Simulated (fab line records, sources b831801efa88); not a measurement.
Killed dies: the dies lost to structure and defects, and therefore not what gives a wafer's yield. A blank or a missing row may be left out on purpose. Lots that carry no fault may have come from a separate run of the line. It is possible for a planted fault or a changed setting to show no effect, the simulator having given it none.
A lot that was struck, set against a sound lot | flow sky130 | 16 steps out of a route of 708
Sound: these wafers, L273.1, L273.5, L273.6. Struck: wafer L292.5 (L292.2, L292.4, from the same lot, were not struck and are left out); the cause is given at the end.
At each step with rows: each side's tool, then ch and its chambers, then its first start. Under that, the readings that differ: sound wafers | struck wafers | difference of the means | sigmas: that difference in standard deviations of wafers without a fault.
alike: readings with means less than 2 such deviations apart, plus words and numbers identical on both sides. not compared: withheld readings, readings lacking a value on some wafer, bounds such as >300 that could conceal the same value, and numbers that have no deviation in the record and whose values overlap.
Wherever a step has rows on one side only, a row that says differs or no value, or a row with sigmas, the two part there. Non-overlapping numbers with no deviation appear without sigmas and do not part them. A reading missing from all wafers of one side parts the sides only when that side holds two or more wafers.

first, 8 steps without rows for these wafers: SKY_METAL1_DEHYDRATE_07 (time 60 s); SKY_METAL1_HMDS_08 (prime time 60 s); SKY_METAL1_COAT_09 (resist thk 60 nm); SKY_METAL1_COAT_10 (resist thk 450 nm); SKY_METAL1_SOFTBAKE_11 (time 90 s); SKY_METAL1_EXPOSE_12 (exposes mask MM1, target cd 140 nm); SKY_METAL1_PEB_13; SKY_METAL1_DEVELOP_14 (develop time 60 s).
SKY_METAL1_CD_MEAS_15: target cd 140 nm.
  struck on cd_sem-01, day 39 10:11; sound on cd_sem-02, day 33 15:12
  alike: cd_nm
SKY_METAL1_OVL_MEAS_16:
  struck on overlay-01, day 39 10:17; sound on overlay-01, day 33 15:19
  alike: METAL1_OVL
SKY_METAL1_DESCUM_17: chemistry O2, time 8 s.
  sound on rie_metal-04 ch 0,1, day 33 15:22; struck on rie_metal-04 ch 0, day 39 10:19
  alike: drypump_motor_current_A, oes_product_au
  not compared: rf_hours_counter_h
SKY_METAL1_ETCH_18: etches BARC in N2/H2, stops on SiO2, time 45.9 s, target depth 60 nm.
  sound on rie_metal-04 ch 0,1, day 33 15:23; struck on rie_metal-04 ch 0, day 39 10:21
  alike: drypump_motor_current_A, oes_product_au, throttle_valve_pct
  not compared: rf_hours_counter_h
SKY_METAL1_METAL_ETCH_19: etches the open film in Cl2/BCl3, stops on SiO2, target depth 360 nm, time 78 s.
  sound on rie_metal-04 ch 0,1, day 33 15:27; struck on rie_metal-04 ch 0, day 39 10:25
  reading                                       | sound                | struck  | difference | sigmas
  oes_product_au (a.u.)                         | 0.862 0.864 0.850    | 0.934   | +0.075     | +11
  over_etch_frac                                | 0.3 0.3 0.3          | 0.12528 | -0.17472   |
  throttle_valve_pct (%)                        | 22.257 22.266 22.267 | 22.282  | +0.019     | +2
  model.KrF-thick_of_METAL1_COAT_10.thk_nm (nm) | 155.9 158.3 156      | 186.6   | +29.9      |
  model.METAL1.cd_nm (nm)                       | 139.5 140.6 142.3    | 144.2   | +3.4       |
  alike: drypump_motor_current_A
  not compared: rf_hours_counter_h
SKY_METAL1_STRIP_20: strips in O2/N2.
  sound on plasma_asher-03 ch 0,1, day 33 15:32; struck on plasma_asher-02 ch 0, day 39 10:31
  reading                      | sound             | struck | difference | sigmas
  oes_product_au (a.u.)        | 0.337 0.344 0.338 | 0.356  | +0.016     | +3
  strip_time_to_endpoint_s (s) | 2.67 2.69 2.66    | 3.00   | +0.33      | +6
  alike: drypump_motor_current_A
  not compared: rf_hours_counter_h
then, 2 steps without rows for these wafers: SKY_METAL1_STRIP_21 (strips in post etch residue remover, time 1200 s); SKY_PAD_OPEN_PROBE_99.

WHERE THEY PART
At SKY_METAL1_METAL_ETCH_19 first; at SKY_METAL1_STRIP_20 last (within this record only).

WHY: the cause the simulator had injected
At SKY_METAL1_METAL_ETCH_19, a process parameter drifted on rie_metal-04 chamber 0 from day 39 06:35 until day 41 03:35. Setting over_etch_frac shifted by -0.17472 from 0.3. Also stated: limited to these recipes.
